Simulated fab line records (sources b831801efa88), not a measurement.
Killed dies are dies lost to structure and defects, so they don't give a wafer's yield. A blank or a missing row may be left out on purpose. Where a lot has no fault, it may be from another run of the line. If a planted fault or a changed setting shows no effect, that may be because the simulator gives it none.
Chamber matching	flow gf180mcu	GF_V4_CVD_02 on pecvd-02: 3 sister chambers
The step deposits SiO2 from TEOS, target thk 850 nm, time 94.851 s. 3 wafers are shown with their chamber, then 7 later ones without.

WAFERS WITH THEIR CHAMBER
wafer	chamber	heaterPowerW (W)
L086.6	0	758
L091.2	2	594
L091.4	1	507

WAFERS WHOSE CHAMBER IS MISSING
wafer	heaterPowerW (W)
L091.5	614
L092.1	496
L092.4	698
L092.5	505
L096.4	766
L096.5	416
L096.6	582

WHICH CHAMBER EACH ONE RAN IN
wafer	from the rows above	in truth
L091.5	2	2
L092.1	1	1
L092.4	can't be placed: 0 or 2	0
L092.5	1	1
L096.4	0	0
L096.5	1	1
L096.6	can't be placed: 2 or 1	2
Placed correctly: 5 of 7. Can't be placed from these rows: 2 (the true chamber is among the candidates in 2). Placed wrongly: 0.
How it was worked out, from the rows above alone: a wafer's distance from a chamber is the root of the sum, over the readings, of the square of ((its reading less the chamber's mean) divided by the reading's scatter). The wafer belongs to the nearest chamber; if the next one is less than 2 further off, it can't be placed. Each chamber's mean is taken over the wafers shown for it. The scatter: root of mean squared gap, hidden wafer to nearest shown wafer, with one shown wafer a chamber.
